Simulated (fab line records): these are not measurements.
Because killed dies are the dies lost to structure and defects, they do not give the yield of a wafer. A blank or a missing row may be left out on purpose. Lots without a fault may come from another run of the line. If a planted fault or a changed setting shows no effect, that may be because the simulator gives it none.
Matching of chambers	flow sky130	4 sister chambers for SKY_LI_CONTACT_ETCH_14 on rieDiel-02
The step etches BARC in N2/H2, stops on SiO2, time 45.9 s, target depth 60 nm. 7 wafers are shown with their chamber, then 8 later ones without.

EACH WAFER AND ITS CHAMBER
wafer	chamber	drypumpMotorCurrentA (A)	biasW (W)
L366.4	3	5.7	100.0
L367.2	1	5.6	100.1
L367.6	1	5.7	100.0
L369.1	0	6.3	99.9
L369.2	3	5.7	99.8
L369.3	2	6.2	100.5
L371.1	0	6.3	99.9

WAFERS WITH NO CHAMBER GIVEN
wafer	drypumpMotorCurrentA (A)	biasW (W)
L371.2	5.6	100.2
L371.5	6.3	100.8
L376.2	5.7	100.4
L376.5	5.6	100.3
L376.6	6.3	100.6
L378.2	5.6	99.5
L378.4	5.7	100.2
L378.5	6.3	99.8

EACH ONE'S CHAMBER
wafer	from the rows above	in truth
L371.2	1	1
L371.5	2	2
L376.2	can't be placed: 1 or 3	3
L376.5	1	1
L376.6	2	2
L378.2	can't be placed: 3 or 1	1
L378.4	can't be placed: 1 or 3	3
L378.5	0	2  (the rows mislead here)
4 of 8 placed correctly. These rows do not allow placing 3 (true chamber among the candidates in 3). Number placed wrongly: 1.
How it was worked out, from the rows above alone: a wafer's distance from a chamber is the root of the sum, over the readings, of the square of ((its reading less the chamber's mean) divided by the reading's scatter). The wafer belongs to the nearest chamber; if the next one is less than 2 further off, it can't be placed. For every chamber, the mean is computed from those of its wafers that are shown. How the scatter is found: for the shown wafers, subtract from each reading the mean of its chamber, square and add these, divide the total by (wafers less chambers), then take the root.
